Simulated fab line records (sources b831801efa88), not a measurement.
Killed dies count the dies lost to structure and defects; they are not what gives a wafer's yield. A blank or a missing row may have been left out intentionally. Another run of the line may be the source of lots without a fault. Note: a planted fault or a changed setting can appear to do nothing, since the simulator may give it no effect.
Which of the tools did it? :: flow gf180mcu :: 39 wafers from 13 lots sampled at 5 of the route's 602 steps

## WHAT EACH GAUGE READ, for each wafer
GF_STI_CD_MEAS_12: target cd 220 nm. Usual: cd-nm 220.0 nm, standard deviation 1.1.
lot: L964
measured: day 2 01:13
on: cd-sem-02
cd-nm (nm): 220.6 220.7 221.8
flag: 

lot: L965
measured: day 2 05:57
on: cd-sem-01
cd-nm (nm): 220.2 221.2 219.3
flag: 

lot: L968
measured: day 2 22:34
on: cd-sem-01
cd-nm (nm): 222.0 221.2 220.5
flag: 

lot: L970
measured: day 3 07:36
on: cd-sem-01
cd-nm (nm): 218.1 218.7 217.8
flag: 

lot: L971
measured: day 3 14:04
on: cd-sem-01
cd-nm (nm): 221.5 220.9 221.2
flag: 

lot: L973
measured: day 3 23:01
on: cd-sem-02
cd-nm (nm): 207.8 206.9 207.3
flag: OFF

lot: L976
measured: day 4 14:38
on: cd-sem-01
cd-nm (nm): 205.6 205.4 204.8
flag: OFF

lot: L981
measured: day 5 17:00
on: cd-sem-02
cd-nm (nm): 220.1 219.4 219.8
flag: 

lot: L982
measured: day 5 22:25
on: cd-sem-02
cd-nm (nm): 219.4 220.9 219.7
flag: 

lot: L984
measured: day 6 08:01
on: cd-sem-02
cd-nm (nm): 221.1 220.3 221.7
flag: 

lot: L985
measured: day 6 13:38
on: cd-sem-02
cd-nm (nm): 219.1 219.1 219.2
flag: 

lot: L986
measured: day 6 19:05
on: cd-sem-01
cd-nm (nm): 219.3 219.2 220.0
flag: 

lot: L987
measured: day 7 00:25
on: cd-sem-01
cd-nm (nm): 219.4 218.6 219.8
flag: 

GF_M1_CD_MEAS_14: target cd 230 nm. Usual: cd-nm 230.1 nm, standard deviation 1.1.
lot: L964
measured: day 17 00:55
on: cd-sem-01
cd-nm (nm): 230.2 229.1 230.1
flag: 

lot: L965
measured: day 17 10:25
on: cd-sem-01
cd-nm (nm): 230.5 230.0 229.2
flag: 

lot: L968
measured: day 18 21:04
on: cd-sem-02
cd-nm (nm): 231.1 229.9 229.3
flag: 

lot: L970
measured: day 19 13:02
on: cd-sem-01
cd-nm (nm): 229.5 230.3 229.5
flag: 

lot: L971
measured: day 20 20:44
on: cd-sem-01
cd-nm (nm): 230.7 230.3 231.0
flag: 

lot: L973
measured: day 20 20:29
on: cd-sem-01
cd-nm (nm): 228.3 228.5 229.6
flag: 

lot: L976
measured: day 21 20:23
on: cd-sem-01
cd-nm (nm): 229.7 230.6 229.1
flag: 

lot: L981
measured: day 22 21:39
on: cd-sem-01
cd-nm (nm): 231.1 231.4 231.6
flag: 

lot: L982
measured: day 23 10:22
on: cd-sem-02
cd-nm (nm): 230.9 232.3 231.6
flag: 

lot: L984
measured: day 23 18:58
on: cd-sem-02
cd-nm (nm): 228.8 229.7 228.7
flag: 

lot: L985
measured: day 24 04:58
on: cd-sem-02
cd-nm (nm): 230.0 230.0 231.4
flag: 

lot: L986
measured: day 24 12:26
on: cd-sem-02
cd-nm (nm): 229.8 230.5 230.7
flag: 

lot: L987
measured: day 24 21:04
on: cd-sem-01
cd-nm (nm): 228.5 228.0 228.1
flag: 

GF_M1_OVL_MEAS_15. Usual: M1_OVL gives 1 nm (standard deviation 5.8).
lot: L964
measured: day 17 01:02
on: overlay-02
M1_OVL (nm): 11 11 13
flag: 

lot: L965
measured: day 17 10:32
on: overlay-01
M1_OVL (nm): 5 10 4
flag: 

lot: L968
measured: day 18 21:11
on: overlay-01
M1_OVL (nm): 5 -1 -2
flag: 

lot: L970
measured: day 19 13:10
on: overlay-01
M1_OVL (nm): 1 3 3
flag: 

lot: L971
measured: day 20 20:52
on: overlay-01
M1_OVL (nm): -1 -3 3
flag: 

lot: L973
measured: day 20 20:37
on: overlay-02
M1_OVL (nm): 17 0 7
flag: 

lot: L976
measured: day 21 20:29
on: overlay-02
M1_OVL (nm): -4 -7 1
flag: 

lot: L981
measured: day 22 21:44
on: overlay-01
M1_OVL (nm): 3 -3 3
flag: 

lot: L982
measured: day 23 10:27
on: overlay-02
M1_OVL (nm): -2 2 0
flag: 

lot: L984
measured: day 23 19:05
on: overlay-02
M1_OVL (nm): 1 -2 -5
flag: 

lot: L985
measured: day 24 05:03
on: overlay-01
M1_OVL (nm): 10 2 8
flag: 

lot: L986
measured: day 24 12:34
on: overlay-01
M1_OVL (nm): -2 -7 2
flag: 

lot: L987
measured: day 24 21:10
on: overlay-01
M1_OVL (nm): 0 -1 6
flag: 

## TOOL THAT RAN EACH LOT (tool first, then ch and the chambers of the sampled wafers, then the start)
lot: L964
GF_STI_SOFTBAKE_08: litho-track-04 ch 0, day 1 19:25
GF_POLY_GATE_STRIP_14: plasma-asher-04 ch 0,1, day 9 04:07

lot: L965
GF_STI_SOFTBAKE_08: litho-track-04 ch 0, day 1 23:58
GF_POLY_GATE_STRIP_14: plasma-asher-01 ch 0,1, day 9 11:16

lot: L968
GF_STI_SOFTBAKE_08: litho-track-04 ch 0, day 2 15:43
GF_POLY_GATE_STRIP_14: plasma-asher-02 ch 0,1, day 10 15:57

lot: L970
GF_STI_SOFTBAKE_08: litho-track-01 ch 0, day 3 01:39
GF_POLY_GATE_STRIP_14: plasma-asher-04 ch 0,1, day 11 05:49

lot: L971
GF_STI_SOFTBAKE_08: litho-track-04 ch 0, day 3 07:40
GF_POLY_GATE_STRIP_14: plasma-asher-04 ch 0,1, day 11 12:46

lot: L973
GF_STI_SOFTBAKE_08: litho-track-04 ch 0, day 3 16:43
GF_POLY_GATE_STRIP_14: plasma-asher-04 ch 0,1, day 11 23:54

lot: L976
GF_STI_SOFTBAKE_08: litho-track-04 ch 0, day 4 07:37
GF_POLY_GATE_STRIP_14: plasma-asher-04 ch 0,1, day 12 20:22

lot: L981
GF_STI_SOFTBAKE_08: litho-track-03 ch 0, day 5 09:40
GF_POLY_GATE_STRIP_14: plasma-asher-04 ch 0,1, day 14 00:01

lot: L982
GF_STI_SOFTBAKE_08: litho-track-03 ch 0, day 5 15:25
GF_POLY_GATE_STRIP_14: plasma-asher-01 ch 0,1, day 14 09:10

lot: L984
GF_STI_SOFTBAKE_08: litho-track-03 ch 0, day 6 00:32
GF_POLY_GATE_STRIP_14: plasma-asher-02 ch 0,1, day 14 15:22

lot: L985
GF_STI_SOFTBAKE_08: litho-track-03 ch 0, day 6 06:37
GF_POLY_GATE_STRIP_14: plasma-asher-02 ch 0,1, day 15 03:41

lot: L986
GF_STI_SOFTBAKE_08: litho-track-01 ch 0, day 6 11:39
GF_POLY_GATE_STRIP_14: plasma-asher-04 ch 0,1, day 15 12:18

lot: L987
GF_STI_SOFTBAKE_08: litho-track-01 ch 0, day 6 16:46
GF_POLY_GATE_STRIP_14: plasma-asher-04 ch 0, day 15 19:25
- GF_STI_SOFTBAKE_08: time 60 s.
- GF_POLY_GATE_STRIP_14: strips in O2/N2.

## WHAT THE TOOLS THEMSELVES READ (means of the sampled wafers that have a number; where no wafer has one, the mark that the record gives instead)
GF_STI_SOFTBAKE_08. Usual: heater-power-total-W 93.06 W, standard deviation 0.059; plate-temp-C 129.97 C, standard deviation 0.14.
lot: L964
tool: litho-track-04
heater-power-total-W (W): 93.00
plate-temp-C (C): 129.99
flag: 

lot: L965
tool: litho-track-04
heater-power-total-W (W): 93.09
plate-temp-C (C): 130.05
flag: 

lot: L968
tool: litho-track-04
heater-power-total-W (W): 93.06
plate-temp-C (C): 129.92
flag: 

lot: L970
tool: litho-track-01
heater-power-total-W (W): 93.05
plate-temp-C (C): 129.83
flag: 

lot: L971
tool: litho-track-04
heater-power-total-W (W): 93.00
plate-temp-C (C): 129.97
flag: 

lot: L973
tool: litho-track-04
heater-power-total-W (W): 97.02
plate-temp-C (C): 134.15
flag: OFF

lot: L976
tool: litho-track-04
heater-power-total-W (W): 97.10
plate-temp-C (C): 134.09
flag: OFF

lot: L981
tool: litho-track-03
heater-power-total-W (W): 93.05
plate-temp-C (C): 129.91
flag: 

lot: L982
tool: litho-track-03
heater-power-total-W (W): 93.06
plate-temp-C (C): 129.92
flag: 

lot: L984
tool: litho-track-03
heater-power-total-W (W): 93.08
plate-temp-C (C): 130.03
flag: 

lot: L985
tool: litho-track-03
heater-power-total-W (W): 93.06
plate-temp-C (C): 130.09
flag: 

lot: L986
tool: litho-track-01
heater-power-total-W (W): 93.09
plate-temp-C (C): 130.07
flag: 

lot: L987
tool: litho-track-01
heater-power-total-W (W): 93.04
plate-temp-C (C): 129.89
flag: 

GF_POLY_GATE_STRIP_14. Usual: chamber-pressure-mTorr 1500.1 mTorr, standard deviation 1.3; drypump-motor-current-A 5.81 A, standard deviation 0.11; heater-power-w 341 W, standard deviation 36; oes-product-au 0.504 a.u., standard deviation 0.0047.
lot: L964
tool: plasma-asher-04
chamber-pressure-mTorr (mTorr): 1501.2
drypump-motor-current-A (A): 5.80
heater-power-w (W): 350
oes-product-au (a.u.): 0.508
flag: 

lot: L965
tool: plasma-asher-01
chamber-pressure-mTorr (mTorr): 1499.2
drypump-motor-current-A (A): 5.76
heater-power-w (W): 343
oes-product-au (a.u.): 0.505
flag: 

lot: L968
tool: plasma-asher-02
chamber-pressure-mTorr (mTorr): 1500.4
drypump-motor-current-A (A): 5.91
heater-power-w (W): 317
oes-product-au (a.u.): 0.502
flag: 

lot: L970
tool: plasma-asher-04
chamber-pressure-mTorr (mTorr): 1500.9
drypump-motor-current-A (A): 5.72
heater-power-w (W): 337
oes-product-au (a.u.): 0.501
flag: 

lot: L971
tool: plasma-asher-04
chamber-pressure-mTorr (mTorr): 1499.6
drypump-motor-current-A (A): 5.72
heater-power-w (W): 338
oes-product-au (a.u.): 0.506
flag: 

lot: L973
tool: plasma-asher-04
chamber-pressure-mTorr (mTorr): 1501.2
drypump-motor-current-A (A): 5.72
heater-power-w (W): 339
oes-product-au (a.u.): 0.502
flag: 

lot: L976
tool: plasma-asher-04
chamber-pressure-mTorr (mTorr): 1498.3
drypump-motor-current-A (A): 5.70
heater-power-w (W): 344
oes-product-au (a.u.): 0.505
flag: 

lot: L981
tool: plasma-asher-04
chamber-pressure-mTorr (mTorr): 1499.9
drypump-motor-current-A (A): 5.71
heater-power-w (W): 340
oes-product-au (a.u.): 0.504
flag: 

lot: L982
tool: plasma-asher-01
chamber-pressure-mTorr (mTorr): 1499.0
drypump-motor-current-A (A): 5.77
heater-power-w (W): 352
oes-product-au (a.u.): 0.507
flag: 

lot: L984
tool: plasma-asher-02
chamber-pressure-mTorr (mTorr): 1499.5
drypump-motor-current-A (A): 5.91
heater-power-w (W): 316
oes-product-au (a.u.): 0.506
flag: 

lot: L985
tool: plasma-asher-02
chamber-pressure-mTorr (mTorr): 1499.5
drypump-motor-current-A (A): 5.91
heater-power-w (W): 354
oes-product-au (a.u.): 0.507
flag: 

lot: L986
tool: plasma-asher-04
chamber-pressure-mTorr (mTorr): 1499.7
drypump-motor-current-A (A): 5.71
heater-power-w (W): 339
oes-product-au (a.u.): 0.505
flag: 

lot: L987
tool: plasma-asher-04
chamber-pressure-mTorr (mTorr): 1499.4
drypump-motor-current-A (A): 5.84
heater-power-w (W): 357
oes-product-au (a.u.): 0.508
flag: 

## THE ANSWER, worked out from the rows above alone
Rule: a lot is off if the mean of its wafers that have a number lies more than 3 standard deviations from the usual mean. Also off: a lot with no number at a reading for which 4 or more lots have one. The other lots that the step has rows for count as sound. Order of review: gauges by route order, followed by the tools' own readings, for which a lot's mean as printed above is used. At the first step where some lot is off, the reading lying furthest off is the one used; lots without a number count as furthest.
Off: L973, L976, at GF_STI_CD_MEAS_12 (cd-nm).
If a tool, at a process step before that reading, ran all the lots that are off and no sound lot after the first of them, it fits. The gauges at GF_STI_CD_MEAS_12 aren't tried: what is off there is off at GF_STI_SOFTBAKE_08 too, on other tools, and a gauge's error can't cause that. One fits: GF_STI_SOFTBAKE_08 on litho-track-04. A fault onset in the window from L971 (day 3 07:40, its last sound lot) to L973 (day 3 16:43, its first lot off) fits.
The tool's own readings at GF_STI_SOFTBAKE_08 bear it out: on the lots that are off they differ by more than 5 times the standard deviation of the sound lots' means. heater-power-total-W reads 97.06 W there against 93.05 W on the sound lots; plate-temp-C reads 134.12 C there against 129.97 C on the sound lots.

## WHAT HAD BEEN PUT IN BY THE SIMULATOR
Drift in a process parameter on litho-track-04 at GF_STI_SOFTBAKE_08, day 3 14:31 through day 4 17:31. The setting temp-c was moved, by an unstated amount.
Lots struck among those shown: L973, L976. This agrees with what the rule above found.
